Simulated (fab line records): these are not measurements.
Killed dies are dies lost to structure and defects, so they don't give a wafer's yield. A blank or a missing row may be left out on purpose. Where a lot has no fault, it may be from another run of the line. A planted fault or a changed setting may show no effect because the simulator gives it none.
Chamber matching / flow sky130 / SKY_VIA2_CMP_24 on cmp-02 has 4 sister chambers
The step polishes, stops on SiO2, t overpolish 20 s, target thk 0 nm. 8 wafers are shown with their chamber, then 12 later ones without.

== WAFERS WITH THEIR CHAMBER ==
wafer=L087.4; chamber=2; motor-current-A (A)=13.0; time-to-endpoint-s (s)=103
wafer=L087.5; chamber=3; motor-current-A (A)=11.0; time-to-endpoint-s (s)=107
wafer=L088.2; chamber=0; motor-current-A (A)=11.1; time-to-endpoint-s (s)=98
wafer=L088.4; chamber=1; motor-current-A (A)=10.3; time-to-endpoint-s (s)=104
wafer=L088.6; chamber=3; motor-current-A (A)=11.3; time-to-endpoint-s (s)=104
wafer=L089.1; chamber=1; motor-current-A (A)=10.6; time-to-endpoint-s (s)=105
wafer=L089.2; chamber=2; motor-current-A (A)=12.7; time-to-endpoint-s (s)=104
wafer=L089.3; chamber=0; motor-current-A (A)=10.6; time-to-endpoint-s (s)=101

== WAFERS MISSING THEIR CHAMBER ==
wafer=L090.4; motor-current-A (A)=11.3; time-to-endpoint-s (s)=97
wafer=L090.5; motor-current-A (A)=10.6; time-to-endpoint-s (s)=101
wafer=L090.6; motor-current-A (A)=13.2; time-to-endpoint-s (s)=102
wafer=L091.2; motor-current-A (A)=10.5; time-to-endpoint-s (s)=97
wafer=L091.3; motor-current-A (A)=13.7; time-to-endpoint-s (s)=103
wafer=L091.6; motor-current-A (A)=9.7; time-to-endpoint-s (s)=102
wafer=L092.4; motor-current-A (A)=10.1; time-to-endpoint-s (s)=104
wafer=L092.5; motor-current-A (A)=10.5; time-to-endpoint-s (s)=97
wafer=L092.6; motor-current-A (A)=11.0; time-to-endpoint-s (s)=109
wafer=L093.1; motor-current-A (A)=10.2; time-to-endpoint-s (s)=100
wafer=L093.3; motor-current-A (A)=10.7; time-to-endpoint-s (s)=97
wafer=L093.4; motor-current-A (A)=10.8; time-to-endpoint-s (s)=101

== CHAMBER TAKEN BY EACH ==
wafer=L090.4; from the rows above=0; in truth=0
wafer=L090.5; from the rows above=can't be placed: 0 or 1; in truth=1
wafer=L090.6; from the rows above=2; in truth=2
wafer=L091.2; from the rows above=0; in truth=0
wafer=L091.3; from the rows above=2; in truth=2
wafer=L091.6; from the rows above=can't be placed: 1 or 0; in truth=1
wafer=L092.4; from the rows above=1; in truth=1
wafer=L092.5; from the rows above=0; in truth=0
wafer=L092.6; from the rows above=can't be placed: 3 or 1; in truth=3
wafer=L093.1; from the rows above=can't be placed: 0 or 1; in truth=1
wafer=L093.3; from the rows above=0; in truth=0
wafer=L093.4; from the rows above=can't be placed: 0 or 1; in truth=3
Placed correctly: 7 of 12. Cannot be placed on the basis of these rows: 5; the candidates contain the true chamber in 4. Number placed wrongly: 0.
How it was worked out, from the rows above alone: a wafer's distance from a chamber is the root of the sum, over the readings, of the square of ((its reading less the chamber's mean) divided by the reading's scatter). If the next closest chamber is less than 2 further off than the closest, the wafer can't be placed; otherwise it belongs to the closest. For every chamber, the mean is computed from those of its wafers that are shown. The scatter: take each reading less its chamber's mean, square it, sum over the shown wafers, divide by the number of wafers less the number of chambers, and take the root.
